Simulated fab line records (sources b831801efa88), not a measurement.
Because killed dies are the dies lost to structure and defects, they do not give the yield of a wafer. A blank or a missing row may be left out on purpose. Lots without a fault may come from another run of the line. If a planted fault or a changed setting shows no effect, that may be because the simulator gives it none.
Split-lot experiment | flow sfq-line | 5 lots, 23 wafers read, on a route of 325 steps

ON THE SPLIT
At SFQ_TRILAYER_I7_VIA_LITHO_COAT_187 (resist thk 650 nm), the setting resist-thk-nm was moved away from the recipe's 650 nm on 6 of the 23 wafers read, by -2.4% to +4.9%. The other wafers ran this setting at the recipe's value.

The reading is taken at the split's own step.

THE READING
KrF_of_TRILAYER_I7_VIA_LITHO_COAT_187.thk-nm (the simulator's own value, which no gauge read), in nm, at SFQ_TRILAYER_I7_VIA_LITHO_COAT_187 (resist thk 650 nm). The file does not state a usual value for it. Here, 17 wafers ran the recipe; their average is 650.3 nm with a standard deviation of 1.5 nm.

wafer  | tool, chamber at the split | resist-thk-nm as run, nm | against the recipe | KrF_of_TRILAYER_I7_VIA_LITHO_COAT_187.thk-nm, nm | against lot-mates on the recipe
L074.1 | litho-track-02, 0          | 650                      | recipe             | 652.4                                            | -
L074.2 | litho-track-02, 0          | 650                      | recipe             | 649.4                                            | -
L074.4 | litho-track-02, 0          | 650                      | recipe             | 650.7                                            | -
L074.5 | litho-track-02, 0          | 650                      | recipe             | 651.5                                            | -
L074.6 | litho-track-02, 0          | 650                      | recipe             | 651.8                                            | -
L078.1 | litho-track-03, 0          | 650                      | recipe             | 650.8                                            | -
L078.3 | litho-track-03, 0          | 650                      | recipe             | 652.6                                            | -
L078.4 | litho-track-03, 0          | 650                      | recipe             | 651.4                                            | -
L081.1 | litho-track-03, 0          | 650                      | recipe             | 648.7                                            | -
L081.2 | litho-track-03, 0          | 650                      | recipe             | 648.2                                            | -
L081.3 | litho-track-03, 0          | 650                      | recipe             | 647.6                                            | -
L081.4 | litho-track-03, 0          | 650                      | recipe             | 648.3                                            | -
L081.5 | litho-track-03, 0          | 650                      | recipe             | 649.2                                            | -
L083.1 | litho-track-04, 0          | 634.1                    | -2.4%              | 636.2                                            | -15.2
L083.3 | litho-track-04, 0          | 650                      | recipe             | 651.1                                            | -
L083.4 | litho-track-04, 0          | 650                      | recipe             | 651.8                                            | -
L083.5 | litho-track-04, 0          | 634.1                    | -2.4%              | 637.8                                            | -13.7
L083.6 | litho-track-04, 0          | 634.1                    | -2.4%              | 636.1                                            | -15.4
L082.1 | litho-track-02, 0          | 650                      | recipe             | 650                                              | -
L082.2 | litho-track-02, 0          | 681.9                    | +4.9%              | 681.9                                            | +32.0
L082.6 | litho-track-02, 0          | 681.9                    | +4.9%              | 681.9                                            | +32.0
L082.3 | litho-track-02, 0          | 681.9                    | +4.9%              | 681.8                                            | +31.9
L082.4 | litho-track-02, 0          | 650                      | recipe             | 649.7                                            | -

FIT RESULTS
A straight line over all 23 wafers: KrF_of_TRILAYER_I7_VIA_LITHO_COAT_187.thk-nm changes by +6.23 nm for each +1% of resist-thk-nm; r = +0.99; the points scatter about the line by 1.5 nm.
The same after taking each lot's own level away (the mean of its wafers on the recipe; 23 wafers): +6.41 nm for each +1%; r = +1.00; scatter 0.79 nm.
The reading moves by 31 nm for the largest change in resist-thk-nm, on that fit.
The span of the lots' own levels, 648.40 to 651.60 nm, comes to 2.1 times the standard deviation stated above.
The two slopes agree, so the slope changes little with the lot-to-lot level.
Check: for one of the wafers moved furthest among these (+4.9%), held out of the fit, the line's prediction against its lot-mates is +31.5 nm. Against them it came out at +32 nm.

THESE WAFERS: OTHER SPLITS
These wafers also went through other splits before the reading. Each is held against what the fit with the lots' levels taken away leaves over:
other split on the same wafers                  | wafers away from the commonest value | r with KrF_of_TRILAYER_I7_VIA_LITHO_COAT_187.thk-nm (lot level and that fit taken away)
SFQ_TRILAYER_R5_LITHO_PEB_139 peb-time-s        | 7                                    | -0.20
SFQ_TRILAYER_C5_BARC_OPEN_VIA_ETCH_210 time-s   | 11                                   | +0.05
SFQ_TRILAYER_M6_LITHO_COAT_164 spin-rpm         | 6                                    | -0.45
SFQ_TRILAYER_M6_LITHO_PEB_162 peb-temp-c        | 9                                    | +0.04
SFQ_TRILAYER_I6_VIA_LITHO_EXPOSE_170 dose-mj    | 5                                    | +0.23
SFQ_TRILAYER_I6_VIA_ETCH_VIA_ETCH_172 bias-w    | 9                                    | +0.02
SFQ_TRILAYER_M7_DEP_SPUTTER_175 power-w         | 7                                    | -0.17
SFQ_TRILAYER_M7_LITHO_COAT_177 resist-thk-nm    | 9                                    | -0.28
SFQ_TRILAYER_M7_BARC_OPEN_METAL_ETCH_229 bias-w | 8                                    | -0.28

THE FILE'S OWN FIT
KrF_of_TRILAYER_I7_VIA_LITHO_COAT_187.thk-nm changes by +6.43 nm for each +1% of resist-thk-nm, r = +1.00.
